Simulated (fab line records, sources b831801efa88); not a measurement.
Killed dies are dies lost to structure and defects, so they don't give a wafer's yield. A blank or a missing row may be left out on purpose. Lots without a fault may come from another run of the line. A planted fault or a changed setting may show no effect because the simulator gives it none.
fab line records | flow sky130
record lots=7 wafers=21 last_day=50
route steps=708 shown LDD_HVP@288 LDD_LDN@289
lots that met no fault: from a run of the same line without faults
start_h: hours from the record's first day to the start of the lot's first wafer shown | wait_h: hours since the lot's step before | " the same as in the row above | L1.1+2: a row that stands for several wafers | - no value, or no start given | * or withheld: withheld | < > ~ a bound
route shown NAME@n: a module of which the file shows steps, and the number in the route of the first | usual: mean/standard deviation of fault-free wafers | same: alike in all rows | chamber/n: place in a boat | sites: the reading at each site | _std_site: their standard deviation | _edge_site: outer sites' mean less inner sites' | radius_mm: how far each site lies from the wafer's centre | mask NAME#n: copy n | behind: the tool/chamber that last shaped the wafer | hold: why the lot was held/for how many hours/how that ended | device: the transistor (n, p or np) that didn't switch | end of line: the same wafers' tests at the end of the route | a step without rows: its recipe alone | killed: dies lost to structure and defects at the first sort, not the wafer's yield | map: a wafer's dies, x killed, . not, _ none there
set.NAME: the setting as run; set.NAME@STEP: as run at that earlier step | model.NAME: the simulator's own value behind a step, which no gauge read
lots at some steps of the route; a table a step, a row a wafer
services: from which hour (start_h, from the record's first day; less than 0 if before it) a tool's chamber was out of use, for how many hours, and why
## steps
# step SKY_LDD_HVP_TW_MEAS_10
# usual LDD_HVP_TW=457.5/2.7
# columns lot.wafer tool chamber start_h wait_h LDD_HVP_TW
L876.2 film_metro-01 - 565.95 0.1 455.0
L876.3 " - " " 456.4
L876.6 " - " " 453.5
L875.2 film_metro-04 - 576.20 0.1 459.6
L875.3 " - " " 461.9
L875.6 " - " " 460.9
L885.1 film_metro-02 - 634.18 0.1 455.7
L885.5 " - " " 456.0
L885.6 " - " " 455.2
L887.1 film_metro-04 - 641.89 0.1 458.5
L887.3 " - " " 460.6
L887.6 " - " " 460.5
L888.1 film_metro-04 - 655.94 0.1 460.7
L888.2 " - " " 461.5
L888.5 " - " " 461.9
L889.2 film_metro-01 - 658.55 0.1 453.4
L889.3 " - " " 454.8
L889.6 " - " " 453.5
L894.3 film_metro-02 - 686.96 0.1 454.6
L894.4 " - " " 453.0
L894.5 " - " " 454.9
# step SKY_LDD_LDN_DEHYDRATE_00
# recipe temp_c=200 time_s=60
# step SKY_LDD_LDN_HMDS_01
# recipe prime_time_s=60 prime_temp_c=120
# step SKY_LDD_LDN_COAT_02
# recipe resist=NOVOLAK spin_rpm=3000 resist_thk_nm=1140
# step SKY_LDD_LDN_SOFTBAKE_03
# recipe temp_c=90 time_s=60 resist=NOVOLAK
# step SKY_LDD_LDN_EXPOSE_04
# recipe mask_id=LDNTM na=0.6 source_shape=conventional sigma_outer=0.6 polarization=unpolarized target_cd_nm=700 dose_mj=140
# step SKY_LDD_LDN_PEB_05
# recipe temp_c=withheld time_s=* resist=NOVOLAK
# step SKY_LDD_LDN_DEVELOP_06
# recipe resist=NOVOLAK developer=TMAH develop_time_s=60 dev_temp_c=23
# step SKY_LDD_LDN_OVL_MEAS_07
# usual LDD_LDN_OVL=0.0/1.4
# columns lot.wafer tool chamber start_h wait_h LDD_LDN_OVL[nm]
L876.2 overlay-01 - 594.20 0.1 1.0
L876.3 " - " " -0.9
L876.6 " - " " 0.9
L875.2 overlay-02 - 605.26 0.1 -0.2
L875.3 " - " " -0.5
L875.6 " - " " -1.8
L885.1 overlay-02 - 661.65 0.1 1.8
L885.5 " - " " 1.6
L885.6 " - " " 0.0
L887.1 overlay-01 - 668.89 0.1 -2.3
L887.3 " - " " -1.5
L887.6 " - " " -1.8
L888.1 overlay-01 - 682.45 0.1 1.6
L888.2 " - " " 0.9
L888.5 " - " " 1.3
L889.2 overlay-02 - 685.15 0.1 -1.8
L889.3 " - " " -2.6
L889.6 " - " " -0.8
L894.3 overlay-02 - 714.51 0.1 1.7
L894.4 " - " " 1.8
L894.5 " - " " 2.2
# step SKY_LDD_LDN_IMPLANT_08
# recipe species=As energy_kev=15 dose_cm2=1.25e+13 tilt_deg=withheld rotation_deg=23
# step SKY_LDD_LDN_IMPLANT_09
# recipe species=As energy_kev=15 dose_cm2=1.25e+13 tilt_deg=withheld rotation_deg=113
# step SKY_LDD_LDN_IMPLANT_10
# recipe species=As energy_kev=15 dose_cm2=1.25e+13 tilt_deg=withheld rotation_deg=203
# step SKY_LDD_LDN_IMPLANT_11
# recipe species=As energy_kev=15 dose_cm2=1.25e+13 tilt_deg=withheld rotation_deg=293
# usual beam_energy_keV=15.000/0.0051 beam_on_s=10.02/0.2 dose_ions_cm2=1.2496e+13/1.2e+10 implant_ion_amu=75/0
# columns lot.wafer tool chamber start_h wait_h beam_energy_keV beam_on_s dose_ions_cm2 implant_ion_amu
L876.2 implanter-04 0 594.70 0.1 14.997 9.91 1.2498e+13 75
L876.3 " 0 " " 14.996 10.06 1.2511e+13 75
L876.6 " 0 " " 14.997 10.17 1.2516e+13 75
L875.2 implanter-01 0 605.76 0.1 15.005 10.14 1.2515e+13 75
L875.3 " 0 " " 15.008 10.07 1.2525e+13 75
L875.6 " 0 " " 15.002 10.06 1.2498e+13 75
L885.1 implanter-02 - 662.14 0.1 - - - -
L885.5 " - " " - - - -
L885.6 " - " " - - - -
L887.1 implanter-01 - 669.38 0.1 - - - -
L887.3 " - " " - - - -
L887.6 " - " " - - - -
L888.1 implanter-01 - 682.94 0.1 - - - -
L888.2 " - " " - - - -
L888.5 " - " " - - - -
L889.2 implanter-02 0 685.65 0.1 14.994 10.12 1.2509e+13 75
L889.3 " 0 " " 14.990 9.67 1.25e+13 75
L889.6 " 0 " " 14.999 10.01 1.251e+13 75
L894.3 implanter-01 0 715.04 0.1 14.987 10.24 1.2515e+13 75
L894.4 " 0 " " 14.993 9.55 1.2481e+13 75
L894.5 " 0 " " 14.991 10.22 1.2485e+13 75
# step SKY_LDD_LDN_STRIP_12
# recipe chemistry=O2/N2 power_w=1400 pressure_mtorr=1500 platen_temp_c=withheld o2_flow_sccm=3000 n2_flow_sccm=300 overash_fraction=0.5
# usual drypump_motor_current_A=5.5/0.53 oes_product_au=0.716/0.004 strip_time_to_endpoint_s=14.16/0.049
# columns lot.wafer tool chamber start_h wait_h drypump_motor_current_A oes_product_au rf_hours_counter_h strip_time_to_endpoint_s
L876.2 plasma_asher-04 0 594.83 0.1 5.2 0.717 95 14.14
L876.3 " 0 " " 5.2 0.718 - 14.13
L876.6 " 0 " " 5.2 0.709 - 14.19
L875.2 plasma_asher-02 0 605.89 0.1 4.8 0.714 46 14.21
L875.3 " 0 " " 4.7 0.711 - 14.17
L875.6 " 1 " " 5.9 0.715 - 14.17
L885.1 plasma_asher-02 0 662.29 0.1 4.7 0.718 51 14.28
L885.5 " 1 " " 5.8 0.730 - 14.27
L885.6 " 0 " " 4.7 0.719 - 14.30
L887.1 plasma_asher-04 1 669.61 0.2 6.0 0.716 103 14.13
L887.3 " 1 " " 6.0 0.715 - 14.18
L887.6 " 0 " " 5.2 0.714 - 14.16
L888.1 plasma_asher-01 1 683.09 0.1 6.2 0.713 22 14.09
L888.2 " 0 " " 5.2 0.714 22 14.07
L888.5 " 0 " " 5.2 0.709 - 14.10
L889.2 plasma_asher-02 1 685.78 0.1 5.9 0.719 53 14.23
L889.3 " 0 " " 4.7 0.720 - 14.23
L889.6 " 0 " " 4.7 0.714 - 14.25
L894.3 plasma_asher-01 1 715.17 0.1 6.2 0.702 - 14.16
L894.4 " 0 " " 5.3 0.714 - 14.22
L894.5 " 1 " " 6.2 0.721 - 14.18
# step SKY_LDD_LDN_TW_MEAS_13
# usual LDD_LDN_TW=1482/8.3
# columns lot.wafer tool chamber start_h wait_h LDD_LDN_TW
L876.2 film_metro-01 - 594.94 0.1 1484
L876.3 " - " " 1485
L876.6 " - " " 1480
L875.2 film_metro-03 - 606.00 0.1 1474
L875.3 " - " " 1477
L875.6 " - " " 1476
L885.1 film_metro-04 - 662.39 0.1 1370
L885.5 " - " " 1372
L885.6 " - " " 1362
L887.1 film_metro-04 - 669.71 0.1 1367
L887.3 " - " " 1370
L887.6 " - " " 1373
L888.1 film_metro-03 - 683.19 0.1 1357
L888.2 " - " " 1370
L888.5 " - " " 1358
L889.2 film_metro-03 - 685.89 0.1 1488
L889.3 " - " " 1482
L889.6 " - " " 1486
L894.3 film_metro-04 - 715.26 0.1 1487
L894.4 " - " " 1483
L894.5 " - " " 1489
# step SKY_LDD_LDN_CLEAN_14
# recipe chemistry=SC1/SC2 mix=1:4:20 temp_c=70 time_s=150 dry=n2_spin
## services
# columns tool chamber start_h hours kind
plasma_asher-02 - 572.46 1.9 repair
implanter-01 - 574.63 2.2 repair
implanter-02 - 574.70 6.0 pm
implanter-04 - 589.79 2.2 repair
plasma_asher-02 - 608.76 2.2 repair
implanter-02 - 614.94 2.9 repair
implanter-01 - 654.19 3.7 pm
plasma_asher-02 - 668.94 2.8 pm
implanter-01 - 694.18 7.4 pm
implanter-04 - 709.47 3.0 pm
## key
first_sign step=SKY_LDD_LDN_IMPLANT_11 reading=tool_record direction=missing
effect step=SKY_LDD_LDN_TW_MEAS_13 reading=LDD_LDN_TW direction=down sigmas=14 usual=1482 struck=1367
met_at SKY_LDD_LDN_IMPLANT_11
struck_wafers L885.1,L885.5,L885.6,L887.1,L887.3,L887.6,L888.1,L888.2,L888.5
later_rows_left_out L885.1,L885.5,L885.6,L887.1,L887.3,L887.6,L888.1,L888.2,L888.5
sort_left_out L885.1,L885.5,L885.6,L887.1,L887.3,L887.6,L888.1,L888.2,L888.5
tester_left_out L885,L887,L888
onset_between 605.76 662.14
fault kind=skipped_step_whole tool=implanter-01,implanter-02 chamber=- onset_h=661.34 steps=SKY_LDD_LDN_IMPLANT_11 scope=struck_lots_only
# tester_left_out: of these lots the tester's yield and bins aren't shown, on N5 and GAA mostly nor the transistor test; their killed dies are dies lost to structure and defects alone, not to doping, threshold or leakage, so they don't give the yield
# sort_left_out: the simulated sort isn't trusted on such a fault, so these wafers' sort isn't shown, and their yield isn't known
# later_rows_left_out: the simulator's readings of these wafers behind a module that went badly wrong aren't trusted and aren't shown, but for the sort
